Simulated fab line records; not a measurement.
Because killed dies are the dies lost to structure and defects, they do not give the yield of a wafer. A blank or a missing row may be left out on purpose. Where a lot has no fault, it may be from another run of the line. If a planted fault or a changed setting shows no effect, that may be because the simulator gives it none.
Which tool is to blame?    flow gf180mcu    18 wafers from 6 lots sampled at 4 of the route's 602 steps

## WHAT EACH GAUGE READ, for each wafer
GF_M4_RS_MEAS_05: measures by four-point-probe.
lot   measured      on             M4_ALCU_RS (ohm/sq)
L360  day 22 21:44  film metro-03  0.0685 0.0696 0.0704
L362  day 24 00:50  film metro-02  0.0687 0.0687 0.0687
L376  day 28 17:10  film metro-01  0.0706 0.0706 0.0711
L379  day 29 14:43  film metro-02  0.0704 0.0700 0.0695
L378  day 29 15:26  film metro-02  0.0698 0.0687 0.0697
L382  day 30 09:58  film metro-03  0.0699 0.0697 0.0692

## WHICH TOOL RAN EACH LOT (tool, then ch and the chambers of the sampled wafers, then the start)
lot   GF_V3_SPUTTER_22              GF_M4_SPUTTER_00              GF_M4_SPUTTER_02
L360  pvd sputter-04, day 22 20:40  pvd sputter-01, day 22 21:30  pvd sputter-01, day 22 21:38
L362  pvd sputter-01, day 23 23:50  pvd sputter-02, day 24 00:35  pvd sputter-02, day 24 00:43
L376  pvd sputter-04, day 28 16:11  pvd sputter-01, day 28 16:55  pvd sputter-01, day 28 17:03
L379  pvd sputter-04, day 29 13:52  pvd sputter-02, day 29 14:29  pvd sputter-02, day 29 14:37
L378  pvd sputter-03, day 29 14:29  pvd sputter-02, day 29 15:13  pvd sputter-02, day 29 15:21
L382  pvd sputter-04, day 30 09:04  pvd sputter-02, day 30 09:42  pvd sputter-02, day 30 09:50
- GF_V3_SPUTTER_22: material TiN, target thk 10 nm, time 40 s.
- GF_M4_SPUTTER_00: material Ti, target thk 37.5 nm, time 150 s.
- GF_M4_SPUTTER_02: material AlCu, target thk 450 nm, time 23.9 s.

## THE ANSWER, worked out from the rows above alone
Rule: usual is defined by the lots themselves. The widest of any qualifying gaps counts: lots, ordered by their means at a reading, are off when they make up no more than a third of the lots, leave a main group of 4 or more, and stand apart from it by 3 or more times the standard deviation of that group's means. If all means in a main group match to the digits the tables above print for the reading, that group is not used. A lot without any number at a reading at which 4 lots or more have one is off too. The other lots that the step has rows for count as sound.
No lot is off at any reading shown: from this, nothing can be told.

## WHAT THE SIMULATOR HAD INSERTED
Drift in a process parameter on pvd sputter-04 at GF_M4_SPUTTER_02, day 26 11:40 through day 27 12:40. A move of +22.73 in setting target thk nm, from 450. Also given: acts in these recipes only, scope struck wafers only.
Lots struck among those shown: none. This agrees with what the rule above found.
